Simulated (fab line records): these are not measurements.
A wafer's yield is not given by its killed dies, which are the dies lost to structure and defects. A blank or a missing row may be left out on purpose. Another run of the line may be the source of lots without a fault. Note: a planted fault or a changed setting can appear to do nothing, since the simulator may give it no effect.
fab line records | flow sky130
[record] lots = 6 wafers = 18 last_day = 50
route steps=708 shown FIELD_ISO@3 PAD_OPEN@708
lots that met no fault: from a run of the same line without faults
start_h: the number of hours between the record's first day and the start of the first shown wafer of the lot | wait_h: time in hours since the lot's previous step | " identical to the entry in the row above | L1.1+2: a row that stands for several wafers | - value missing, or start not given | * or withheld: withheld | < > ~ a bound
route shown NAME@n: NAME is a module with steps in the file, n the number in the route of the first one | usual: mean/standard deviation taken from wafers without a fault | same: alike in all rows | chamber/n: place in a boat | sites: readings site by site | _std_site: the values' standard deviation | _edge_site: the outer-site mean with the inner-site mean subtracted | radius_mm: how far each site lies from the wafer's centre | mask NAME#n: copy n | behind: the tool/chamber that last shaped the wafer | hold: why the lot was held/for how many hours/how that ended | device: the n, p or np transistor that did not switch | end of line: the route-end tests of the same wafers | a step with no rows: only its recipe | killed: dies that structure and defects cost at the first sort, which is not the same as the wafer's yield | map: a wafer's dies, x killed, . not, _ none there
set.NAME: the setting as run; set.NAME@STEP: as run at that earlier step | model.NAME: the simulator's own value behind a step, which no gauge read
lots at selected steps of the route; one table per step, one row per wafer
services: from which hour (start_h, from the record's first day; less than 0 if before it) a tool's chamber was out of use, for how many hours, and why
[[steps]]
[step SKY_FIELD_ISO_THK_MEAS_02]
[recipe] reads = SiO2_of_FIELD_ISO_OXIDATION_01
[usual] FIELD_ISO_OXIDATION_00_THK = 12.00/0.23
// columns lot.wafer tool chamber start_h wait_h FIELD_ISO_OXIDATION_00_THK[nm]
L432.1 film_metro-03 - 36.63 0.0 12.20
L432.5 " - " " 12.10
L432.6 " - " " 11.93
L433.3 film_metro-04 - 41.65 0.0 12.04
L433.4 " - " " 12.10
L433.6 " - " " 12.07
L435.1 film_metro-04 - 51.63 0.0 11.76
L435.3 " - " " 11.71
L435.5 " - " " 11.56
L442.1 film_metro-04 - 86.63 0.0 11.68
L442.4 " - " " 11.59
L442.5 " - " " 11.73
L443.1 film_metro-04 - 92.24 0.0 12.07
L443.3 " - " " 12.05
L443.6 " - " " 12.06
L450.3 film_metro-02 - 128.14 0.0 12.15
L450.5 " - " " 12.14
L450.6 " - " " 12.16
[step SKY_FIELD_ISO_CVD_03]
[recipe] material = Si3N4 precursor = DCS/NH3 target_thk_nm = 165 temp_c = 770 time_s = 2830 pressure_mtorr = 250
[step SKY_FIELD_ISO_THK_MEAS_04]
[recipe] reads = Si3N4_of_FIELD_ISO_CVD_03
[usual] FIELD_ISO_CVD_03_THK = 164.8/1.4
// columns lot.wafer tool chamber start_h wait_h FIELD_ISO_CVD_03_THK[nm]
L432.1 film_metro-03 - 38.48 0.0 163.4
L432.5 " - " " 163.6
L432.6 " - " " 163.0
L433.3 film_metro-04 - 43.86 0.0 164.0
L433.4 " - " " 163.0
L433.6 " - " " 163.6
L435.1 film_metro-04 - 53.48 0.0 164.1
L435.3 " - " " 162.6
L435.5 " - " " 163.9
L442.1 film_metro-03 - 89.26 0.0 165.7
L442.4 " - " " 167.8
L442.5 " - " " 166.8
L443.1 film_metro-02 - 94.09 0.0 164.9
L443.3 " - " " 164.4
L443.6 " - " " 165.0
L450.3 film_metro-04 - 130.83 0.0 166.1
L450.5 " - " " 163.4
L450.6 " - " " 164.4
[step SKY_FIELD_ISO_DEHYDRATE_05]
[recipe] temp_c = 200 time_s = 60
[step SKY_FIELD_ISO_HMDS_06]
[recipe] prime_time_s = 60 prime_temp_c = 120
[step SKY_FIELD_ISO_COAT_07]
[recipe] resist = BARC temp_c = withheld time_s = withheld spin_rpm = 3000 resist_thk_nm = 60
[step SKY_FIELD_ISO_COAT_08]
[recipe] resist = KrF-thick spin_rpm = 3000 resist_thk_nm = 450
[step SKY_FIELD_ISO_SOFTBAKE_09]
[recipe] temp_c = 100 time_s = 90 resist = KrF-thick
[step SKY_FIELD_ISO_EXPOSE_10]
[recipe] mask_id = FOM na = 0.68 source_shape = annular sigma_inner = 0.4 sigma_outer = 0.8 target_cd_nm = 150 dose_mj = 28
[step SKY_FIELD_ISO_PEB_11]
[recipe] peb_temp_c = withheld peb_time_s = withheld resist = KrF-thick
[step SKY_FIELD_ISO_DEVELOP_12]
[recipe] develop_time_s = 60 resist = KrF-thick dev_temp_c = 21
[step SKY_FIELD_ISO_CD_MEAS_13]
[recipe] target_cd_nm = 150
[usual] cd_nm = 149.8/1.4
// columns lot.wafer tool chamber start_h wait_h cd_nm
L432.1 cd_sem-01 - 53.45 - 148.9
L432.5 " - " " 149.7
L432.6 " - " " 150.2
L433.3 cd_sem-01 - 59.39 - 147.4
L433.4 " - " " 149.3
L433.6 " - " " 146.9
L435.1 cd_sem-01 - 69.10 - 150.2
L435.3 " - " " 151.7
L435.5 " - " " 151.3
L442.1 cd_sem-01 - 107.00 - 149.2
L442.4 " - " " 149.2
L442.5 " - " " 148.9
L443.1 cd_sem-02 - 111.85 - 149.5
L443.3 " - " " 148.1
L443.6 " - " " 148.5
L450.3 cd_sem-02 - 149.56 - 151.3
L450.5 " - " " 152.2
L450.6 " - " " 151.7
[step SKY_FIELD_ISO_ETCH_14]
[recipe] chemistry = N2/H2 target = BARC ion_energy_ev = 200 source_w = 500 bias_w = 100 pressure_mtorr = 30 n2_flow_sccm = 100 h2_flow_sccm = 200 stop_on = SiO2 time_s = 45.9 target_depth_a = 600
[usual] drypump_motor_current_A = 6.0/0.58 oes_product_au = 0.854/0.0047 rf_fwd_power_W = 494.2/2.7 throttle_valve_pct = 13.225/0.0091
// columns lot.wafer tool chamber start_h wait_h drypump_motor_current_A oes_product_au rf_fwd_power_W rf_hours_counter_h throttle_valve_pct model.KrF-thick_of_FIELD_ISO_COAT_08.thk_nm
L432.1 rie_diel-04 0 53.57 0.1 5.8 0.853 496.0 70 13.227 392.7
L432.5 " 1 " " 6.8 0.854 494.9 - 13.242 391.9
L432.6 " 2 " " 6.8 0.852 491.4 - 13.231 393.8
L433.3 rie_diel-01 2 59.47 0.1 5.3 0.854 496.1 138 13.207 392.3
L433.4 " 3 " " 5.7 0.849 495.4 115 13.234 391.3
L433.6 " 0 " " 6.6 0.851 496.1 - 13.217 392.8
L435.1 rie_diel-04 3 69.22 0.1 5.2 0.843 490.3 125 13.233 391.4
L435.3 " 2 " " 6.8 0.854 490.0 43 13.220 393.3
L435.5 " 3 " " 5.1 0.848 489.8 - 13.211 392.5
L442.1 rie_diel-01 3 107.12 0.1 5.7 0.854 414.0 116 13.234 399.3
L442.4 " 0 " " 6.6 0.857 412.8 88 13.212 398.8
L442.5 " 0 " " 6.6 0.861 415.9 - 13.227 399.6
L443.1 rie_diel-01 0 111.97 0.1 6.6 0.856 417.0 89 13.223 400.9
L443.3 " 2 " " 5.3 0.858 415.5 140 13.221 399.8
L443.6 " 2 " " 5.3 0.861 415.5 - 13.234 400.5
L450.3 rie_diel-02 2 149.64 0.1 6.4 0.860 494.4 4 13.227 392.2
L450.5 " 2 " " 6.4 0.858 494.5 - 13.210 394.2
L450.6 " 1 " " 6.0 0.853 496.5 - 13.221 393.3
[step SKY_FIELD_ISO_ETCH_15]
[recipe] chemistry = CHF3/O2 target_depth_nm = 180 stop_on = Si source_w = 600 bias_w = 200 pressure_mtorr = 40 chf3_flow_sccm = 50 O2_flow_sccm = 5 time_s = 72
[usual] drypump_motor_current_A = 6.0/0.58 oes_product_au = 0.945/0.006 rf_fwd_power_W = 595.0/2.5 throttle_valve_pct = 8.843/0.01
// columns lot.wafer tool chamber start_h wait_h drypump_motor_current_A oes_product_au rf_fwd_power_W rf_hours_counter_h throttle_valve_pct model.KrF-thick_of_FIELD_ISO_COAT_08.thk_nm
L432.1 rie_diel-04 0 53.61 0.0 5.8 0.941 595.9 70 8.857 237.6
L432.5 " 1 " " 6.8 0.935 591.0 - 8.843 232.3
L432.6 " 2 " " 6.8 0.937 591.1 - 8.837 239.8
L433.3 rie_diel-01 2 59.51 0.0 5.3 0.945 593.6 138 8.845 238.9
L433.4 " 3 " " 5.7 0.940 596.6 115 8.845 234.7
L433.6 " 0 " " 6.5 0.938 596.9 - 8.858 235.8
L435.1 rie_diel-04 3 69.26 0.0 5.1 0.946 591.0 125 8.846 231.2
L435.3 " 2 " " 6.8 0.937 591.6 43 8.858 235.8
L435.5 " 3 " " 5.1 0.938 595.4 - 8.828 232.5
L442.1 rie_diel-01 3 107.16 0.0 5.7 0.941 595.9 116 8.852 245.1
L442.4 " 0 " " 6.5 0.951 597.0 88 8.843 245.8
L442.5 " 0 " " 6.5 0.956 597.8 - 8.839 246.4
L443.1 rie_diel-01 0 112.01 0.0 6.5 0.940 595.4 89 8.826 246
L443.3 " 2 " " 5.3 0.947 596.1 140 8.836 244.4
L443.6 " 2 " " 5.3 0.947 597.1 - 8.849 242.8
L450.3 rie_diel-02 2 149.68 0.0 6.4 0.952 597.7 4 8.842 237
L450.5 " 2 " " 6.4 0.936 599.7 - 8.831 239.6
L450.6 " 1 " " 6.0 0.945 596.3 - 8.861 235
[step SKY_FIELD_ISO_STRIP_16]
[recipe] chemistry = O2/N2 power_w = 1400 pressure_mtorr = 1500 platen_temp_c = withheld o2_flow_sccm = 3000 n2_flow_sccm = 300 overash_fraction = 0.5
[usual] drypump_motor_current_A = 5.8/0.57 oes_product_au = 0.377/0.0048 strip_time_to_endpoint_s = 3.55/0.036
[same] overash_fraction = 0.5
// columns lot.wafer tool chamber start_h wait_h drypump_motor_current_A oes_product_au rf_hours_counter_h strip_time_to_endpoint_s
L432.1 plasma_asher-04 1 53.67 0.0 5.8 0.379 24 3.55
L432.5 " 1 " " 5.8 0.383 - 3.51
L432.6 " 0 " " 6.6 0.383 - 3.59
L433.3 plasma_asher-04 0 59.60 0.1 6.6 0.378 - 3.56
L433.4 " 1 " " 5.8 0.378 - 3.54
L433.6 " 0 " " 6.6 0.377 - 3.54
L435.1 plasma_asher-01 1 69.32 0.0 6.3 0.375 39 3.49
L435.3 " 0 " " 4.9 0.377 - 3.53
L435.5 " 1 " " 6.3 0.375 - 3.49
L442.1 plasma_asher-01 0 107.22 0.0 4.9 0.380 43 3.63
L442.4 " 1 " " 6.3 0.386 - 3.64
L442.5 " 0 " " 4.9 0.383 - 3.66
L443.1 plasma_asher-04 0 112.07 0.0 6.6 0.378 30 3.64
L443.3 " 0 " " 6.6 0.380 - 3.62
L443.6 " 0 " " 6.6 0.389 - 3.61
L450.3 plasma_asher-02 1 149.77 0.1 5.5 0.368 - 3.56
L450.5 " 0 " " 5.9 0.377 - 3.59
L450.6 " 1 " " 5.5 0.372 - 3.54
[step SKY_PAD_OPEN_PROBE_99]
[usual] killed_at_M0_to_M3 = 44/7.2 killed_at_M4_up = 3.4/2.1 killed_at_contacts = 24/5.5 killed_at_front_end = 15/4.6 killed_at_other = 0.4/0.64 killed_dies = 86/9.1 killed_open = 47/7.5 killed_short = 39/5.8
[same] gross_dies = 492 killed_at_back_side = 0
// columns lot.wafer tool chamber start_h wait_h killed_at_M0_to_M3 killed_at_M4_up killed_at_contacts killed_at_front_end killed_at_other killed_dies killed_open killed_short
L443.1 prober-01 - 1163.11 0.1 58 4 20 10 0 92 57 35
L443.3 prober-01 - 1163.21 0.2 45 1 20 22 0 88 47 41
L443.6 prober-01 - 1163.36 0.2 47 2 15 10 2 76 48 28
// killed by level:class
L443.1 VIA1:geometric_particle:open=15 VIA2:geometric_particle:open=12 METAL2:geometric_particle:short=10 LI_CONTACT:geometric_particle:open=9 VIA3:geometric_particle:open=6 VIA1:geometric_particle:short=5 CONTACT:geometric_particle:open=4 METAL3:geometric_particle:short=4
L443.3 VIA1:geometric_particle:open=11 VIA2:geometric_particle:open=9 VIA1:geometric_particle:short=7 CONTACT:geometric_particle:open=7 FIELD_ISO:geometric_particle:short=6 FIELD_ISO:geometric_particle:open=5 POLY_GATE:geometric_particle:short=5 LI_CONTACT:geometric_particle:open=5
L443.6 VIA1:geometric_particle:open=13 VIA2:geometric_particle:open=13 VIA3:geometric_particle:open=6 CONTACT:geometric_particle:short=5 CONTACT:geometric_particle:open=5 FIELD_ISO:geometric_particle:open=3 METAL2:geometric_particle:short=3 VIA3:geometric_particle:short=3
[[services]]
// columns tool chamber start_h hours kind
rie_diel-01 3 39.88 5.0 repair
rie_diel-01 0 41.35 7.4 repair
plasma_asher-04 - 47.03 2.8 pm
rie_diel-04 3 51.12 9.9 repair
plasma_asher-02 - 76.33 3.1 repair
plasma_asher-04 - 78.26 2.8 repair
rie_diel-02 0 99.72 8.5 repair
plasma_asher-02 - 108.75 9.0 pm
plasma_asher-02 0 108.75 9.0 vent_cycle
plasma_asher-02 1 108.75 9.0 vent_cycle
rie_diel-01 3 109.04 3.0 repair
rie_diel-04 - 115.72 0.2 repair
plasma_asher-02 0 117.75 - clean
plasma_asher-02 1 117.75 - clean
rie_diel-02 0 121.73 4.4 repair
plasma_asher-02 - 126.35 1.6 repair
rie_diel-01 - 133.12 0.5 repair
[[key]]
[first_sign] step = SKY_FIELD_ISO_ETCH_14 reading = rf_fwd_power_W direction = down sigmas = 30 usual = 494.2 struck = 415.1
effect none on later readings
[model_effect] step = SKY_FIELD_ISO_ETCH_14 value = KrF-thick_of_FIELD_ISO_COAT_08.thk_nm without = 393.6 struck = 399.8
[model_effect] step = SKY_FIELD_ISO_ETCH_15 value = KrF-thick_of_FIELD_ISO_COAT_08.thk_nm without = 238.9 struck = 245.1
met_at SKY_FIELD_ISO_ETCH_14
struck_wafers L442.1,L442.4,L442.5,L443.1,L443.3,L443.6
tester_left_out L442,L443
onset_between 59.47 107.12
[fault] kind = process_parameter_drift tool = rie_diel-01 chamber = - onset_h = 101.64 steps = SKY_FIELD_ISO_ETCH_14 channel = source_w offset = -80 shape = step end_h = 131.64 acts_in = these_recipes_only stated = 500
// tester_left_out: of these lots the tester's yield and bins aren't shown, on N5 and GAA mostly nor the transistor test; their killed dies are dies lost to structure and defects alone, not to doping, threshold or leakage, so they don't give the yield
